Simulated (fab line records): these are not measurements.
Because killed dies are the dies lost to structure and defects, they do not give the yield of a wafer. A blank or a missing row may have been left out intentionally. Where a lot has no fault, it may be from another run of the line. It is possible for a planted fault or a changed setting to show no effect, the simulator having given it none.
Struck lot and sound lot, side by side    flow sky130    21 steps out of a route of 708
Sound: wafers L816.1, L816.5, L816.6. Struck: wafers L834.1, L834.4, L834.5. At the end, the cause is stated.
Order at every step that has rows: each side's tool, ch and its chambers, its first start. Under that, the readings that differ: sound wafers    struck wafers    difference of the means    sigmas: that difference in standard deviations of wafers without a fault.
alike: readings with means less than 2 such deviations apart, plus words and numbers identical on both sides. not compared: withheld readings, readings lacking a value on some wafer, bounds such as >300 that could conceal the same value, and numbers that have no deviation in the record and whose values overlap.
The two part at a step that has a row with sigmas, a row that says differs or no value, or rows on one side only. When numbers do not overlap yet have no deviation, they are printed without sigmas and do not part them. A reading that every wafer of one side lacks parts them only if that side has two wafers or more.

first, 1 step without rows for these wafers: SKY_RES_XHIGH_IMPLANT_07.
SKY_RES_XHIGH_STRIP_08: strips in O2/N2.
  sound on plasma asher-01 ch 0,1, day 29 00:57; struck on plasma asher-03 ch 0,1, day 33 23:36
reading              sound              struck             difference  sigmas
n2 flow sccm (sccm)  301.1 301.1 302.3  299.3 299.1 299.8  -2.1        -2
  alike: drypump motor current A, oes product au, strip time to endpoint s
  not compared: rf hours counter h
SKY_RES_XHIGH_TW_MEAS_09:
  sound: film metro-02 at day 29 01:03; struck: film metro-01 at day 33 23:42
  alike: RES_XHIGH_TW
then, 7 steps without rows for these wafers: SKY_SD_N_DEHYDRATE_00 (time 60 s); SKY_SD_N_HMDS_01 (prime time 60 s); SKY_SD_N_COAT_02 (resist thk 1140 nm); SKY_SD_N_SOFTBAKE_03 (time 60 s); SKY_SD_N_EXPOSE_04 (exposes mask NSDM, target cd 380 nm); SKY_SD_N_PEB_05; SKY_SD_N_DEVELOP_06 (develop time 60 s).
SKY_SD_N_CD_MEAS_07: the cd target is 380 nm.
  sound: cd sem-02 at day 30 03:56; struck: cd sem-01 at day 35 01:51
reading     sound              struck             difference  sigmas
cd nm (nm)  380.6 382.0 380.4  373.1 373.6 372.4  -8.0        -3
SKY_SD_N_OVL_MEAS_08:
  sound: overlay-01 at day 30 04:04; struck: overlay-02 at day 35 01:58
reading        sound        struck          difference  sigmas
SD_N_OVL (nm)  0.7 4.0 1.4  -0.6 -0.7 -2.6  -3.3        -3
SKY_SD_N_IMPLANT_09:
  sound on implanter-01 ch 0, day 30 04:06; struck on implanter-01 ch 0, day 35 02:01
reading                    sound                 struck                difference  sigmas
beam energy keV            49.990 50.013 49.989  63.032 63.014 63.021  +13.025     +99 or more
model.implant.rp nm (nm)   33.71 33.71 33.71     39.13 39.13 39.13     +5.42       
model.implant.drp nm (nm)  14.11 14.11 14.11     16.82 16.82 16.82     +2.71       
next, for these wafers, 1 step has no rows: SKY_SD_N_IMPLANT_10.
SKY_SD_N_STRIP_11: strips in O2/N2.
  sound on plasma asher-04 ch 0,1, day 30 04:24; struck on plasma asher-04 ch 0,1, day 35 02:19
reading                       sound              struck             difference  sigmas
oes product au (a.u.)         0.523 0.529 0.533  0.508 0.504 0.500  -0.024      -5
strip time to endpoint s (s)  22.56 22.60 22.56  24.46 24.51 24.46  +1.90       +42
  alike: drypump motor current A, n2 flow sccm
  not compared: rf hours counter h
SKY_SD_N_TW_MEAS_12:
  sound: film metro-02 at day 30 04:30; struck: film metro-03 at day 35 02:25
reading  sound           struck          difference  sigmas
SD_N_TW  4082 4093 4107  4240 4217 4194  +123        +2
then, 1 step without rows for these wafers: SKY_SD_N_CLEAN_13 (cleans in SC1/SC2, time 150 s).
SKY_SD_N_RTA_14: time 2 s.
  sound on rtp anneal-02 ch 0, day 30 04:37; struck on rtp anneal-02 ch 0, day 35 02:31
reading             sound              struck             difference  sigmas
lamp power pct (%)  15.73 15.77 15.64  15.85 15.87 15.72  +0.10       +2
  alike: wafer_temp_C_max
SKY_SD_N_RS_MEAS_16: the measuring method here is four-point-probe.
  sound: film metro-02 at day 30 04:47; struck: film metro-01 at day 35 02:41
reading           sound              struck             difference  sigmas
SD_N_RS (ohm/sq)  68.65 68.62 68.81  60.49 60.49 60.69  -8.14       -74
SKY_SD_N_RS_MEAS_17: the measuring method here is four-point-probe.
  sound: film metro-02 at day 30 04:54; struck: film metro-01 at day 35 02:49
reading           sound              struck             difference  sigmas
SD_P_RS (ohm/sq)  147.6 147.6 147.8  147.3 146.7 146.6  -0.8        -2
-- record jumps: 16 days separate the struck wafers' starts on either side; left off in module SD_N, taken up again in module PAD_OPEN, whose first shown step is the route's number 708 --
SKY_PAD_OPEN_PROBE_99:
  sound: prober-01 at day 47 13:32; struck: prober-01 at day 50 18:52
reading                             sound              struck             difference  sigmas
killed dies                         65 68 69           94 77 87           +19         +2
model.etest.res ndiff.line ohm um   731.1 735.9 736.8  693.2 690.8 680.5  -46.4       
model.etest.res ndiff.rs ohm sq     117.1 116.2 116.7  106.9 107.9 107.8  -9.1        
model.etest.res ndiff hv.rs ohm sq  110.5 111 111.7    101.2 101.8 101.4  -9.6        
  alike: killed_at_M0_to_M3, killed_at_M4_up, killed at contacts, killed at front end, killed at other, killed open, killed short
  not compared: model.etest.sonos uncharged.r on ohm um, model.etest.sonos programmed.off log10 a um, model.etest.nfet_01v8_lvt.vt sat v

## WHERE THEY PART
First at SKY_RES_XHIGH_STRIP_08; last, within this record, at SKY_PAD_OPEN_PROBE_99.

WHY: whatever the simulator had introduced
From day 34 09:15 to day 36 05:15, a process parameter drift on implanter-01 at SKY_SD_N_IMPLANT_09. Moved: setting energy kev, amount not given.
